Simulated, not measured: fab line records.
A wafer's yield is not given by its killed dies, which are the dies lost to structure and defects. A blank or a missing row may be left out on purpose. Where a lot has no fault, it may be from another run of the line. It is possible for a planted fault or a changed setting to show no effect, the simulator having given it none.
Chamber matching	flow gf180mcu	GF_MIM_CVD_05 on pecvd-01: 3 sister chambers
The step deposits Si3N4, target thk 42 nm, time 29.086 s. 3 wafers are shown with their chamber, then 7 later ones without.

== WAFERS, EACH WITH ITS CHAMBER ==
wafer	chamber	rf fwd power W (W)
L796.5	2	441.7
L804.1	1	446.9
L804.3	0	441.0

== WAFERS MISSING THEIR CHAMBER ==
wafer	rf fwd power W (W)
L804.5	439.6
L812.1	446.3
L812.2	442.6
L812.3	439.8
L813.4	440.0
L813.5	441.8
L813.6	446.8

== CHAMBER TAKEN BY EACH ==
wafer	from the rows above	in truth
L804.5	can't be placed: 0 or 2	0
L812.1	1	1
L812.2	can't be placed: 2 or 0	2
L812.3	can't be placed: 0 or 2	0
L813.4	can't be placed: 0 or 2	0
L813.5	can't be placed: 2 or 0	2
L813.6	1	1
Correctly placed: 2 of 7. Unplaceable from these rows: 5, with the true chamber sitting among the candidates in 5. Wrongly placed: 0.
How it was worked out, from the rows above alone: a wafer's distance from a chamber is the root of the sum, over the readings, of the square of ((its reading less the chamber's mean) divided by the reading's scatter). The wafer belongs to the nearest chamber; if the next one is less than 2 further off, it can't be placed. A chamber's mean is the mean of its shown wafers. The scatter (one wafer shown for each chamber): square how far every hidden wafer sits from the nearest shown wafer, average those squares and take the square root.
